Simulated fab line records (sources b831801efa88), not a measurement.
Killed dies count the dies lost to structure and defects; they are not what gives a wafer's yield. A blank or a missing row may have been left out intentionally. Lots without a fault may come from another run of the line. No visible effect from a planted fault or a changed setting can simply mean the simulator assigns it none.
Shared-tool check || flow gf180mcu || 45 wafers sampled across 15 lots

## REASON IT WAS OPENED
GF_LVPWELL_TW_MEAS_11, reading LVPWELL_TW: flagged on 3 of 15 lots. Fault-free wafers read 558, with a standard deviation of 8.7.
Rule: a lot is flagged in two cases, either no wafer of it has a number, or all its wafers with numbers fall more than 4 standard deviations from that mean. The rest of the lots are taken to be sound.

{"lot": "L349", "measured": "day 4 02:42", "on": "film_metro-02", "LVPWELL_TW, wafer by wafer": "559 561 562", "flag": ""}
{"lot": "L351", "measured": "day 4 14:40", "on": "film_metro-03", "LVPWELL_TW, wafer by wafer": "542 540 542", "flag": ""}
{"lot": "L352", "measured": "day 4 19:55", "on": "film_metro-02", "LVPWELL_TW, wafer by wafer": "562 561 563", "flag": ""}
{"lot": "L353", "measured": "day 5 04:03", "on": "film_metro-01", "LVPWELL_TW, wafer by wafer": "560 563 564", "flag": ""}
{"lot": "L354", "measured": "day 5 09:31", "on": "film_metro-03", "LVPWELL_TW, wafer by wafer": "546 550 550", "flag": ""}
{"lot": "L355", "measured": "day 5 13:08", "on": "film_metro-03", "LVPWELL_TW, wafer by wafer": "546 547 551", "flag": ""}
{"lot": "L356", "measured": "day 5 16:11", "on": "film_metro-02", "LVPWELL_TW, wafer by wafer": "30 30 30", "flag": "FLAGGED"}
{"lot": "L357", "measured": "day 5 20:35", "on": "film_metro-01", "LVPWELL_TW, wafer by wafer": "30 30 30", "flag": "FLAGGED"}
{"lot": "L358", "measured": "day 6 05:23", "on": "film_metro-01", "LVPWELL_TW, wafer by wafer": "30 30 30", "flag": "FLAGGED"}
{"lot": "L366", "measured": "day 8 04:17", "on": "film_metro-02", "LVPWELL_TW, wafer by wafer": "564 565 565", "flag": ""}
{"lot": "L367", "measured": "day 8 11:25", "on": "film_metro-03", "LVPWELL_TW, wafer by wafer": "545 546 543", "flag": ""}
{"lot": "L368", "measured": "day 8 15:37", "on": "film_metro-01", "LVPWELL_TW, wafer by wafer": "563 561 562", "flag": ""}
{"lot": "L369", "measured": "day 8 21:35", "on": "film_metro-02", "LVPWELL_TW, wafer by wafer": "562 561 567", "flag": ""}
{"lot": "L370", "measured": "day 9 02:59", "on": "film_metro-03", "LVPWELL_TW, wafer by wafer": "545 545 548", "flag": ""}
{"lot": "L371", "measured": "day 9 10:08", "on": "film_metro-01", "LVPWELL_TW, wafer by wafer": "564 561 564", "flag": ""}
The mean of the flagged lots' numbers is 30, -528 from the usual (-61 standard deviations).

## TOOL THAT RAN EACH LOT
Before the reading, the record contains 3 process steps out of a 602-step route. Each cell gives the tool, then ch followed by the chambers the sampled wafers passed through, then the start.
{"lot": "L349", "flag": "", "GF_STI_STRIP_15": "plasma_asher-04 ch 0,1, day 2 07:44", "GF_NWELL_STRIP_10": "plasma_asher-04 ch 1, day 3 13:36", "GF_LVPWELL_STRIP_10": "plasma_asher-04 ch 0,1, day 4 02:35"}
{"lot": "L351", "flag": "", "GF_STI_STRIP_15": "plasma_asher-02 ch 0,1, day 2 18:23", "GF_NWELL_STRIP_10": "plasma_asher-02 ch 0,1, day 4 01:38", "GF_LVPWELL_STRIP_10": "plasma_asher-01 ch 0, day 4 14:34"}
{"lot": "L352", "flag": "", "GF_STI_STRIP_15": "plasma_asher-03 ch 0,1, day 2 23:07", "GF_NWELL_STRIP_10": "plasma_asher-04 ch 0,1, day 4 06:32", "GF_LVPWELL_STRIP_10": "plasma_asher-03 ch 0,1, day 4 19:49"}
{"lot": "L353", "flag": "", "GF_STI_STRIP_15": "plasma_asher-03 ch 0,1, day 3 04:28", "GF_NWELL_STRIP_10": "plasma_asher-04 ch 0,1, day 4 13:48", "GF_LVPWELL_STRIP_10": "plasma_asher-04 ch 0,1, day 5 03:57"}
{"lot": "L354", "flag": "", "GF_STI_STRIP_15": "plasma_asher-03 ch 0,1, day 3 08:34", "GF_NWELL_STRIP_10": "plasma_asher-04 ch 0,1, day 4 18:59", "GF_LVPWELL_STRIP_10": "plasma_asher-03 ch 0,1, day 5 09:26"}
{"lot": "L355", "flag": "", "GF_STI_STRIP_15": "plasma_asher-02 ch 0,1, day 3 13:17", "GF_NWELL_STRIP_10": "plasma_asher-01 ch 0,1, day 4 22:53", "GF_LVPWELL_STRIP_10": "plasma_asher-03 ch 0,1, day 5 13:01"}
{"lot": "L356", "flag": "FLAGGED", "GF_STI_STRIP_15": "plasma_asher-02 ch 0,1, day 3 18:26", "GF_NWELL_STRIP_10": "plasma_asher-02 ch 0, day 5 01:32", "GF_LVPWELL_STRIP_10": "plasma_asher-03 ch 0,1, day 5 16:05"}
{"lot": "L357", "flag": "FLAGGED", "GF_STI_STRIP_15": "plasma_asher-02 ch 0,1, day 3 22:07", "GF_NWELL_STRIP_10": "plasma_asher-04 ch 0,1, day 5 05:58", "GF_LVPWELL_STRIP_10": "plasma_asher-04 ch 0,1, day 5 20:30"}
{"lot": "L358", "flag": "FLAGGED", "GF_STI_STRIP_15": "plasma_asher-03 ch 0,1, day 4 05:28", "GF_NWELL_STRIP_10": "plasma_asher-04 ch 0,1, day 5 14:26", "GF_LVPWELL_STRIP_10": "plasma_asher-04 ch 0,1, day 6 05:16"}
{"lot": "L366", "flag": "", "GF_STI_STRIP_15": "plasma_asher-03 ch 1, day 5 22:14", "GF_NWELL_STRIP_10": "plasma_asher-01 ch 1, day 7 10:53", "GF_LVPWELL_STRIP_10": "plasma_asher-01 ch 0, day 8 04:10"}
{"lot": "L367", "flag": "", "GF_STI_STRIP_15": "plasma_asher-04 ch 0,1, day 6 02:46", "GF_NWELL_STRIP_10": "plasma_asher-04 ch 1, day 7 17:53", "GF_LVPWELL_STRIP_10": "plasma_asher-01 ch 0,1, day 8 11:19"}
{"lot": "L368", "flag": "", "GF_STI_STRIP_15": "plasma_asher-04 ch 0,1, day 6 07:58", "GF_NWELL_STRIP_10": "plasma_asher-01 ch 0,1, day 7 21:38", "GF_LVPWELL_STRIP_10": "plasma_asher-01 ch 0,1, day 8 15:32"}
{"lot": "L369", "flag": "", "GF_STI_STRIP_15": "plasma_asher-02 ch 1, day 6 13:17", "GF_NWELL_STRIP_10": "plasma_asher-02 ch 0,1, day 8 03:36", "GF_LVPWELL_STRIP_10": "plasma_asher-04 ch 0,1, day 8 21:28"}
{"lot": "L370", "flag": "", "GF_STI_STRIP_15": "plasma_asher-03 ch 0,1, day 6 19:07", "GF_NWELL_STRIP_10": "plasma_asher-01 ch 0,1, day 8 08:41", "GF_LVPWELL_STRIP_10": "plasma_asher-01 ch 0,1, day 9 02:53"}
{"lot": "L371", "flag": "", "GF_STI_STRIP_15": "plasma_asher-03 ch 0,1, day 7 01:37", "GF_NWELL_STRIP_10": "plasma_asher-02 ch 0, day 8 15:14", "GF_LVPWELL_STRIP_10": "plasma_asher-04 ch 0,1, day 9 10:01"}
What is done by these steps:
- GF_STI_STRIP_15: strips in O2/N2.
- GF_NWELL_STRIP_10: strips in O2/N2.
- GF_LVPWELL_STRIP_10: strips in O2/N2.
- GF_LVPWELL_TW_MEAS_11

## FLAGGED OVER TOTAL, TOOL BY TOOL (the gauges that took the reading come last)
{"step": "GF_STI_STRIP_15", "tool": "plasma_asher-02", "lots run": 5, "flagged": 2, "share of the flagged lots": "some", "sound lots run after its first flagged lot": "1 (L369)"}
{"step": "GF_STI_STRIP_15", "tool": "plasma_asher-03", "lots run": 7, "flagged": 1, "share of the flagged lots": "some", "sound lots run after its first flagged lot": "3 (L366,L370,L371)"}
{"step": "GF_STI_STRIP_15", "tool": "plasma_asher-04", "lots run": 3, "flagged": 0, "share of the flagged lots": "none", "sound lots run after its first flagged lot": "-"}
{"step": "GF_NWELL_STRIP_10", "tool": "plasma_asher-01", "lots run": 4, "flagged": 0, "share of the flagged lots": "none", "sound lots run after its first flagged lot": "-"}
{"step": "GF_NWELL_STRIP_10", "tool": "plasma_asher-02", "lots run": 4, "flagged": 1, "share of the flagged lots": "some", "sound lots run after its first flagged lot": "2 (L369,L371)"}
{"step": "GF_NWELL_STRIP_10", "tool": "plasma_asher-04", "lots run": 7, "flagged": 2, "share of the flagged lots": "some", "sound lots run after its first flagged lot": "1 (L367)"}
{"step": "GF_LVPWELL_STRIP_10", "tool": "plasma_asher-01", "lots run": 5, "flagged": 0, "share of the flagged lots": "none", "sound lots run after its first flagged lot": "-"}
{"step": "GF_LVPWELL_STRIP_10", "tool": "plasma_asher-03", "lots run": 4, "flagged": 1, "share of the flagged lots": "some", "sound lots run after its first flagged lot": 0}
{"step": "GF_LVPWELL_STRIP_10", "tool": "plasma_asher-04", "lots run": 6, "flagged": 2, "share of the flagged lots": "some", "sound lots run after its first flagged lot": "2 (L369,L371)"}
{"step": "GF_LVPWELL_TW_MEAS_11", "tool": "film_metro-01", "lots run": 5, "flagged": 2, "share of the flagged lots": "some", "sound lots run after its first flagged lot": "2 (L368,L371)"}
{"step": "GF_LVPWELL_TW_MEAS_11", "tool": "film_metro-02", "lots run": 5, "flagged": 1, "share of the flagged lots": "some", "sound lots run after its first flagged lot": "2 (L366,L369)"}
{"step": "GF_LVPWELL_TW_MEAS_11", "tool": "film_metro-03", "lots run": 5, "flagged": 0, "share of the flagged lots": "none", "sound lots run after its first flagged lot": "-"}

## WHAT THE TABLE PERMITS
No row of the table ran every flagged lot.

## WHAT THE SIMULATOR PUT IN
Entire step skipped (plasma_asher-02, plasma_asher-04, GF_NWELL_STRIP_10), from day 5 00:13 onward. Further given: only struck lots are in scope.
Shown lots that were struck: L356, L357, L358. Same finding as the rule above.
